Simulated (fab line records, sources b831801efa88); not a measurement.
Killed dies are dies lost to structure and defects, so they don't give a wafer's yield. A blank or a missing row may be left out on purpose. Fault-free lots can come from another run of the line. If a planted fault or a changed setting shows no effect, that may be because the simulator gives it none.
What tool caused it? || flow gf180mcu || 14 lots with 42 wafers sampled at 2 steps, on a route of 602 steps

## WHAT THE GAUGES SHOWED, per wafer
GF_SAB_OVL_MEAS_10.
{"lot": "L671", "measured": "day 14 20:05", "on": "overlay-02", "SAB_OVL (nm)": "-1.8 0.8 0.2"}
{"lot": "L672", "measured": "day 14 23:54", "on": "overlay-02", "SAB_OVL (nm)": "-0.5 -0.1 -2.2"}
{"lot": "L673", "measured": "day 15 09:21", "on": "overlay-02", "SAB_OVL (nm)": "-1.5 -1.5 -2.6"}
{"lot": "L676", "measured": "day 16 22:06", "on": "overlay-01", "SAB_OVL (nm)": "0.4 -2.2 -1.1"}
{"lot": "L677", "measured": "day 17 11:17", "on": "overlay-02", "SAB_OVL (nm)": "-1.5 -0.8 -0.5"}
{"lot": "L679", "measured": "day 18 10:35", "on": "overlay-02", "SAB_OVL (nm)": "1.4 -1.8 -3.9"}
{"lot": "L680", "measured": "day 18 19:50", "on": "overlay-02", "SAB_OVL (nm)": "-0.1 -1.6 0.4"}
{"lot": "L681", "measured": "day 19 08:27", "on": "overlay-02", "SAB_OVL (nm)": "-1.9 -1.6 -1.4"}
{"lot": "L682", "measured": "day 19 19:27", "on": "overlay-01", "SAB_OVL (nm)": "1.0 -0.6 1.3"}
{"lot": "L683", "measured": "day 19 20:57", "on": "overlay-02", "SAB_OVL (nm)": "-0.9 0.0 1.7"}
{"lot": "L684", "measured": "day 20 05:52", "on": "overlay-02", "SAB_OVL (nm)": "-0.6 -1.0 -0.9"}
{"lot": "L692", "measured": "day 22 10:22", "on": "overlay-02", "SAB_OVL (nm)": "1.8 -0.9 1.3"}
{"lot": "L693", "measured": "day 22 19:07", "on": "overlay-01", "SAB_OVL (nm)": "-1.6 -0.4 0.4"}
{"lot": "L694", "measured": "day 23 03:58", "on": "overlay-01", "SAB_OVL (nm)": "-1.1 0.4 -1.2"}

GF_SALICIDE_RS_MEAS_04: measures by four-point-probe.
{"lot": "L671", "measured": "day 14 20:32", "on": "film-metro-03", "SALICIDE_TIN_RS (ohm/sq)": "16.2 16.2 16.1"}
{"lot": "L672", "measured": "day 15 00:23", "on": "film-metro-01", "SALICIDE_TIN_RS (ohm/sq)": "16.9 16.8 16.9"}
{"lot": "L673", "measured": "day 15 09:49", "on": "film-metro-02", "SALICIDE_TIN_RS (ohm/sq)": "16.8 16.7 16.6"}
{"lot": "L676", "measured": "day 16 22:33", "on": "film-metro-01", "SALICIDE_TIN_RS (ohm/sq)": "16.1 16.1 16.5"}
{"lot": "L677", "measured": "day 17 11:43", "on": "film-metro-03", "SALICIDE_TIN_RS (ohm/sq)": "16.1 16.2 16.0"}
{"lot": "L679", "measured": "day 18 11:01", "on": "film-metro-03", "SALICIDE_TIN_RS (ohm/sq)": "16.7 16.5 16.5"}
{"lot": "L680", "measured": "day 18 20:26", "on": "film-metro-01", "SALICIDE_TIN_RS (ohm/sq)": "16.6 16.7 16.3"}
{"lot": "L681", "measured": "day 19 08:55", "on": "film-metro-01", "SALICIDE_TIN_RS (ohm/sq)": "15.9 15.8 16.1"}
{"lot": "L682", "measured": "day 19 19:53", "on": "film-metro-03", "SALICIDE_TIN_RS (ohm/sq)": "16.6 16.9 16.8"}
{"lot": "L683", "measured": "day 19 21:23", "on": "film-metro-03", "SALICIDE_TIN_RS (ohm/sq)": "15.8 16.0 16.1"}
{"lot": "L684", "measured": "day 20 06:20", "on": "film-metro-03", "SALICIDE_TIN_RS (ohm/sq)": "15.8 15.8 15.9"}
{"lot": "L692", "measured": "day 22 10:50", "on": "film-metro-03", "SALICIDE_TIN_RS (ohm/sq)": "16.7 16.4 16.2"}
{"lot": "L693", "measured": "day 22 19:35", "on": "film-metro-03", "SALICIDE_TIN_RS (ohm/sq)": "16.7 16.8 17.0"}
{"lot": "L694", "measured": "day 23 04:24", "on": "film-metro-02", "SALICIDE_TIN_RS (ohm/sq)": "16.7 16.8 16.8"}

## TOOL THAT RAN EACH LOT (tool first, then ch and the chambers of the sampled wafers, then the start)
The record holds no process step before these readings.

## WHAT THE TOOLS THEMSELVES READ (means of the sampled wafers that have a number; where no wafer has one, the mark that the record gives instead)
The record holds no such reading with a usual standard deviation.

## THE ANSWER, worked out from the rows above alone
Rule: the usual values come from the lots themselves. Put in order of their means at a reading, lots are off if they are a third of the lots or fewer, leave a main group of 4 or more, and stand apart from it by a gap of 3 or more times the standard deviation of the main group's means; of several such gaps the widest counts. The tables above print the reading to a certain number of digits; a main group whose means all agree to those digits is not used. Also off: a lot with no number at a reading for which 4 or more lots have one. Where the step has rows for the other lots, those lots are counted as sound. The gauges are gone through in route order, then the tools' own readings, and for those a lot's mean is taken as printed above. The first step at which some lot is off is used, and at that step the reading that is off furthest; a lot without a number counts as furthest.
No lot is off on any of the readings shown, so nothing can be concluded from this.

## WHAT THE SIMULATOR HAD PUT IN
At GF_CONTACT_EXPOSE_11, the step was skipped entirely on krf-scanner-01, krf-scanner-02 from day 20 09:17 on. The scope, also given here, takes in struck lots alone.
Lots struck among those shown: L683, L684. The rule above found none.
